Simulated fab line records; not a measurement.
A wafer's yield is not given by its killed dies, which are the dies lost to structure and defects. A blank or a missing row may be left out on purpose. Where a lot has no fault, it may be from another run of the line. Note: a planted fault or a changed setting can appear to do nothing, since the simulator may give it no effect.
Which tool is to blame? :: flow gf180mcu :: Sampling: 12 lots, 36 wafers, 6 of 602 route steps

WHAT THE GAUGES READ, wafer by wafer
GF_STI_THK_MEAS_04. Usual: STI_CVD_03_THK gives 208.6 nm (standard deviation 1.8).
lot: L498
measured: day 1 19:40
on: filmMetro-02
STI_CVD_03_THK (nm): 208.9 208.4 209.1
flag: 

lot: L499
measured: day 1 19:39
on: filmMetro-01
STI_CVD_03_THK (nm): 209.2 210.7 208.7
flag: 

lot: L500
measured: day 2 03:47
on: filmMetro-01
STI_CVD_03_THK (nm): 208.4 207.8 209.4
flag: 

lot: L501
measured: day 2 09:34
on: filmMetro-01
STI_CVD_03_THK (nm): 210.1 208.4 210.6
flag: 

lot: L502
measured: day 2 11:32
on: filmMetro-03
STI_CVD_03_THK (nm): 207.1 208.3 208.0
flag: 

lot: L503
measured: day 2 15:50
on: filmMetro-03
STI_CVD_03_THK (nm): 228.9 221.4 218.1
flag: OFF

lot: L507
measured: day 3 12:23
on: filmMetro-01
STI_CVD_03_THK (nm): 235.1 231.0 224.9
flag: OFF

lot: L515
measured: day 5 02:59
on: filmMetro-01
STI_CVD_03_THK (nm): 208.6 208.6 208.5
flag: 

lot: L516
measured: day 5 07:34
on: filmMetro-03
STI_CVD_03_THK (nm): 209.3 208.6 209.9
flag: 

lot: L517
measured: day 5 12:47
on: filmMetro-02
STI_CVD_03_THK (nm): 211.3 210.7 210.2
flag: 

lot: L518
measured: day 5 17:34
on: filmMetro-01
STI_CVD_03_THK (nm): 206.1 205.8 204.9
flag: 

lot: L520
measured: day 6 04:17
on: filmMetro-01
STI_CVD_03_THK (nm): 208.9 206.6 207.6
flag: 

GF_VT_IMPLANT_OVL_MEAS_07. Usual: VT_IMPLANT_OVL gives -0.8 nm (standard deviation 1.4).
lot: L498
measured: day 6 01:17
on: overlay-01
VT_IMPLANT_OVL (nm): -0.3 0.1 -1.0
flag: 

lot: L499
measured: day 6 01:34
on: overlay-02
VT_IMPLANT_OVL (nm): -3.4 -1.6 0.1
flag: 

lot: L500
measured: day 6 08:52
on: overlay-01
VT_IMPLANT_OVL (nm): -1.1 -1.8 -2.8
flag: 

lot: L501
measured: day 6 15:29
on: overlay-01
VT_IMPLANT_OVL (nm): 0.1 -0.1 -0.9
flag: 

lot: L502
measured: day 6 18:55
on: overlay-02
VT_IMPLANT_OVL (nm): 0.7 1.3 2.3
flag: 

lot: L503
measured: day 6 21:38
on: overlay-01
VT_IMPLANT_OVL (nm): -1.5 -1.0 0.2
flag: 

lot: L507
measured: day 8 05:17
on: overlay-01
VT_IMPLANT_OVL (nm): -0.3 -1.0 -2.1
flag: 

lot: L515
measured: day 9 22:52
on: overlay-01
VT_IMPLANT_OVL (nm): -1.1 -1.2 -3.0
flag: 

lot: L516
measured: day 10 04:22
on: overlay-01
VT_IMPLANT_OVL (nm): -2.0 -1.4 -0.8
flag: 

lot: L517
measured: day 10 12:08
on: overlay-02
VT_IMPLANT_OVL (nm): 0.1 -0.1 -0.7
flag: 

lot: L518
measured: day 10 18:23
on: overlay-02
VT_IMPLANT_OVL (nm): -1.2 -0.1 0.1
flag: 

lot: L520
measured: day 11 07:02
on: overlay-02
VT_IMPLANT_OVL (nm): -1.0 -2.7 -1.7
flag: 

GF_POLY_GATE_THK_MEAS_01. Usual: POLY_GATE_CVD_00_THK gives 200.7 nm (standard deviation 1.9).
lot: L498
measured: day 8 22:36
on: filmMetro-04
POLY_GATE_CVD_00_THK (nm): 204.2 202.5 203.9
flag: 

lot: L499
measured: day 9 00:32
on: filmMetro-03
POLY_GATE_CVD_00_THK (nm): 199.0 200.2 198.8
flag: 

lot: L500
measured: day 9 09:08
on: filmMetro-04
POLY_GATE_CVD_00_THK (nm): 197.5 198.2 197.4
flag: 

lot: L501
measured: day 9 13:43
on: filmMetro-03
POLY_GATE_CVD_00_THK (nm): 199.8 199.0 200.0
flag: 

lot: L502
measured: day 9 17:34
on: filmMetro-03
POLY_GATE_CVD_00_THK (nm): 201.1 201.8 200.3
flag: 

lot: L503
measured: day 9 22:14
on: filmMetro-04
POLY_GATE_CVD_00_THK (nm): 203.7 202.3 202.4
flag: 

lot: L507
measured: day 11 11:55
on: filmMetro-04
POLY_GATE_CVD_00_THK (nm): 198.7 198.3 198.4
flag: 

lot: L515
measured: day 13 08:36
on: filmMetro-04
POLY_GATE_CVD_00_THK (nm): 199.5 199.8 200.6
flag: 

lot: L516
measured: day 13 14:44
on: filmMetro-01
POLY_GATE_CVD_00_THK (nm): 202.7 204.3 203.3
flag: 

lot: L517
measured: day 14 03:20
on: filmMetro-03
POLY_GATE_CVD_00_THK (nm): 199.5 200.0 198.5
flag: 

lot: L518
measured: day 14 07:49
on: filmMetro-03
POLY_GATE_CVD_00_THK (nm): 201.7 202.5 203.0
flag: 

lot: L520
measured: day 14 22:23
on: filmMetro-03
POLY_GATE_CVD_00_THK (nm): 200.0 203.2 201.3
flag: 

GF_SAB_CD_MEAS_09: the cd target is 420 nm. Usual: 420.8 nm for cdNm, sd 2.4.
lot: L498
measured: day 15 16:26
on: cdSem-01
cdNm (nm): 422.4 421.5 422.4
flag: 

lot: L499
measured: day 15 17:17
on: cdSem-02
cdNm (nm): 422.8 422.7 420.8
flag: 

lot: L500
measured: day 16 04:47
on: cdSem-02
cdNm (nm): 421.3 420.4 422.3
flag: 

lot: L501
measured: day 16 11:55
on: cdSem-02
cdNm (nm): 420.2 419.9 418.3
flag: 

lot: L502
measured: day 16 17:25
on: cdSem-01
cdNm (nm): 422.2 421.8 422.1
flag: 

lot: L503
measured: day 16 19:15
on: cdSem-02
cdNm (nm): 418.5 420.8 417.1
flag: 

lot: L507
measured: day 18 22:47
on: cdSem-02
cdNm (nm): 421.1 420.7 420.4
flag: 

lot: L515
measured: day 21 07:14
on: cdSem-01
cdNm (nm): 423.2 422.8 425.1
flag: 

lot: L516
measured: day 21 13:08
on: cdSem-01
cdNm (nm): 423.4 422.5 421.9
flag: 

lot: L517
measured: day 22 05:01
on: cdSem-02
cdNm (nm): 424.0 423.5 422.2
flag: 

lot: L518
measured: day 22 07:50
on: cdSem-01
cdNm (nm): 421.5 423.0 418.6
flag: 

lot: L520
measured: day 22 23:57
on: cdSem-01
cdNm (nm): 421.0 419.4 419.0
flag: 

EACH LOT AND THE TOOL THAT RAN IT (in order: tool; ch and the chambers of the sampled wafers; start)
lot: L498
GF_STI_CVD_03: lpcvd-02 ch 0, day 1 17:40
GF_STI_ETCH_13: rieDiel-03 ch 0,2,3, day 2 07:05

lot: L499
GF_STI_CVD_03: lpcvd-02 ch 1, day 1 17:40
GF_STI_ETCH_13: rieDiel-02 ch 1,2,3, day 2 07:18

lot: L500
GF_STI_CVD_03: lpcvd-01 ch 1, day 2 01:46
GF_STI_ETCH_13: rieDiel-01 ch 1,2,3, day 2 15:46

lot: L501
GF_STI_CVD_03: lpcvd-02 ch 1, day 2 06:35
GF_STI_ETCH_13: rieDiel-01 ch 0,2,3, day 2 22:23

lot: L502
GF_STI_CVD_03: lpcvd-02 ch 1, day 2 09:34
GF_STI_ETCH_13: rieDiel-01 ch 2,3, day 3 00:06

lot: L503
GF_STI_CVD_03: lpcvd-02 ch 0, day 2 13:50
GF_STI_ETCH_13: rieDiel-01 ch 0,1, day 3 04:12

lot: L507
GF_STI_CVD_03: lpcvd-02 ch 0, day 3 09:25
GF_STI_ETCH_13: rieDiel-02 ch 0,2,3, day 4 02:22

lot: L515
GF_STI_CVD_03: lpcvd-01 ch 0, day 5 01:00
GF_STI_ETCH_13: rieDiel-01 ch 0,1,2, day 5 17:21

lot: L516
GF_STI_CVD_03: lpcvd-01 ch 1, day 5 05:34
GF_STI_ETCH_13: rieDiel-01 ch 0,3, day 5 21:39

lot: L517
GF_STI_CVD_03: lpcvd-01 ch 1, day 5 10:47
GF_STI_ETCH_13: rieDiel-03 ch 0,2,3, day 6 03:22

lot: L518
GF_STI_CVD_03: lpcvd-01 ch 1, day 5 15:34
GF_STI_ETCH_13: rieDiel-02 ch 0,1,3, day 6 08:03

lot: L520
GF_STI_CVD_03: lpcvd-01 ch 0, day 6 02:18
GF_STI_ETCH_13: rieDiel-02 ch 0,1, day 6 19:33
- GF_STI_CVD_03: deposits Si3N4 from DCS/NH3, target thk 207.16 nm, time 3551 s.
- GF_STI_ETCH_13: etches the open film in CHF3/O2, stops on Si, target depth 282.31 nm, time 112.9 s.

WHAT THE TOOLS THEMSELVES READ (means of the sampled wafers that have a number; where no wafer has one, the mark that the record gives instead)
GF_STI_CVD_03. Usual: spikeTcCentreC 771.3 C, standard deviation 1.7; zonePowerCentrePct 12.2 %, standard deviation 2; zonePowerLowerPct 12.7 %, standard deviation 1.2; zonePowerUpperPct 12.8 %, standard deviation 0.78.
lot: L498
tool: lpcvd-02
spikeTcCentreC (C): 770.2
zonePowerCentrePct (%): 15.7
zonePowerLowerPct (%): 12.1
zonePowerUpperPct (%): 11.9
flag: 

lot: L499
tool: lpcvd-02
spikeTcCentreC (C): 769.9
zonePowerCentrePct (%): 12.4
zonePowerLowerPct (%): 11.0
zonePowerUpperPct (%): 12.7
flag: 

lot: L500
tool: lpcvd-01
spikeTcCentreC (C): 772.1
zonePowerCentrePct (%): 10.3
zonePowerLowerPct (%): 14.1
zonePowerUpperPct (%): 13.7
flag: 

lot: L501
tool: lpcvd-02
spikeTcCentreC (C): 771.5
zonePowerCentrePct (%): 12.4
zonePowerLowerPct (%): 11.1
zonePowerUpperPct (%): 12.7
flag: 

lot: L502
tool: lpcvd-02
spikeTcCentreC (C): 771.0
zonePowerCentrePct (%): 12.3
zonePowerLowerPct (%): 11.0
zonePowerUpperPct (%): 12.7
flag: 

lot: L503
tool: lpcvd-02
spikeTcCentreC (C): 791.7
zonePowerCentrePct (%): 22.0
zonePowerLowerPct (%): 9.5
zonePowerUpperPct (%): 9.3
flag: OFF

lot: L507
tool: lpcvd-02
spikeTcCentreC (C): 792.0
zonePowerCentrePct (%): 21.9
zonePowerLowerPct (%): 9.6
zonePowerUpperPct (%): 9.2
flag: OFF

lot: L515
tool: lpcvd-01
spikeTcCentreC (C): 769.5
zonePowerCentrePct (%): 12.3
zonePowerLowerPct (%): 12.3
zonePowerUpperPct (%): 12.0
flag: 

lot: L516
tool: lpcvd-01
spikeTcCentreC (C): 773.2
zonePowerCentrePct (%): 10.4
zonePowerLowerPct (%): 14.1
zonePowerUpperPct (%): 13.5
flag: 

lot: L517
tool: lpcvd-01
spikeTcCentreC (C): 772.9
zonePowerCentrePct (%): 10.3
zonePowerLowerPct (%): 14.0
zonePowerUpperPct (%): 13.8
flag: 

lot: L518
tool: lpcvd-01
spikeTcCentreC (C): 771.0
zonePowerCentrePct (%): 10.3
zonePowerLowerPct (%): 14.0
zonePowerUpperPct (%): 13.4
flag: 

lot: L520
tool: lpcvd-01
spikeTcCentreC (C): 768.6
zonePowerCentrePct (%): 12.2
zonePowerLowerPct (%): 12.4
zonePowerUpperPct (%): 12.0
flag: 

GF_STI_ETCH_13. Usual: drypumpMotorCurrentA 5.8 A, standard deviation 0.47; oesProductAu 0.835 a.u., standard deviation 0.0059; throttleValvePct 8.811 %, standard deviation 0.0081.
lot: L498
tool: rieDiel-03
drypumpMotorCurrentA (A): 5.3
oesProductAu (a.u.): 0.836
throttleValvePct (%): 8.816
flag: 

lot: L499
tool: rieDiel-02
drypumpMotorCurrentA (A): 5.6
oesProductAu (a.u.): 0.837
throttleValvePct (%): 8.806
flag: 

lot: L500
tool: rieDiel-01
drypumpMotorCurrentA (A): 6.1
oesProductAu (a.u.): 0.830
throttleValvePct (%): 8.816
flag: 

lot: L501
tool: rieDiel-01
drypumpMotorCurrentA (A): 6.1
oesProductAu (a.u.): 0.840
throttleValvePct (%): 8.803
flag: 

lot: L502
tool: rieDiel-01
drypumpMotorCurrentA (A): 6.2
oesProductAu (a.u.): 0.834
throttleValvePct (%): 8.807
flag: 

lot: L503
tool: rieDiel-01
drypumpMotorCurrentA (A): 6.2
oesProductAu (a.u.): 0.866
throttleValvePct (%): 8.824
flag: OFF

lot: L507
tool: rieDiel-02
drypumpMotorCurrentA (A): 5.7
oesProductAu (a.u.): 0.884
throttleValvePct (%): 8.826
flag: OFF

lot: L515
tool: rieDiel-01
drypumpMotorCurrentA (A): 6.0
oesProductAu (a.u.): 0.836
throttleValvePct (%): 8.818
flag: 

lot: L516
tool: rieDiel-01
drypumpMotorCurrentA (A): 6.2
oesProductAu (a.u.): 0.832
throttleValvePct (%): 8.823
flag: 

lot: L517
tool: rieDiel-03
drypumpMotorCurrentA (A): 5.3
oesProductAu (a.u.): 0.837
throttleValvePct (%): 8.821
flag: 

lot: L518
tool: rieDiel-02
drypumpMotorCurrentA (A): 5.4
oesProductAu (a.u.): 0.827
throttleValvePct (%): 8.809
flag: 

lot: L520
tool: rieDiel-02
drypumpMotorCurrentA (A): 5.4
oesProductAu (a.u.): 0.833
throttleValvePct (%): 8.809
flag: 

THE ANSWER, worked out from the rows above alone
Rule: take the mean of a lot's wafers that have a number; if it is more than 3 standard deviations from the usual mean, the lot is off. A lot without any number at a reading at which 4 lots or more have one is off too. Any other lot the step has rows for is counted as sound. After the gauges, taken in route order, come the tools' own readings; for these a lot's mean is taken, as printed above. At the first step where some lot is off, the reading lying furthest off is the one used; lots without a number count as furthest.
Off: at GF_STI_THK_MEAS_04 (STI_CVD_03_THK), L503, L507.
A tool fits if, at a process step before that reading, it ran every lot that is off, and no sound lot after the first of them. The gauges at GF_STI_THK_MEAS_04 aren't tried: what is off there is off at GF_STI_CVD_03 too, on other tools, and a gauge's error can't cause that. One fits: GF_STI_CVD_03 on lpcvd-02. Its last sound lot is L502 (day 2 09:34), its first lot that is off L503 (day 2 13:50): a fault that began between those two fits.
The tool's own readings at GF_STI_CVD_03 bear it out: on the lots that are off they differ by more than 5 times the standard deviation of the sound lots' means. spikeTcCentreC reads 791.9 C there against 771.0 C on the sound lots; zonePowerCentrePct reads 21.9 % there against 11.9 % on the sound lots; zonePowerUpperPct reads 9.2 % there against 12.8 % on the sound lots.

WHAT HAD BEEN PUT IN BY THE SIMULATOR
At GF_STI_CVD_03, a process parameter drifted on lpcvd-02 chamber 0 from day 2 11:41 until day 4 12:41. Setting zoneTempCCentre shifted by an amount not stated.
Lots struck among those shown: L503, L507. The same result came from the rule above.
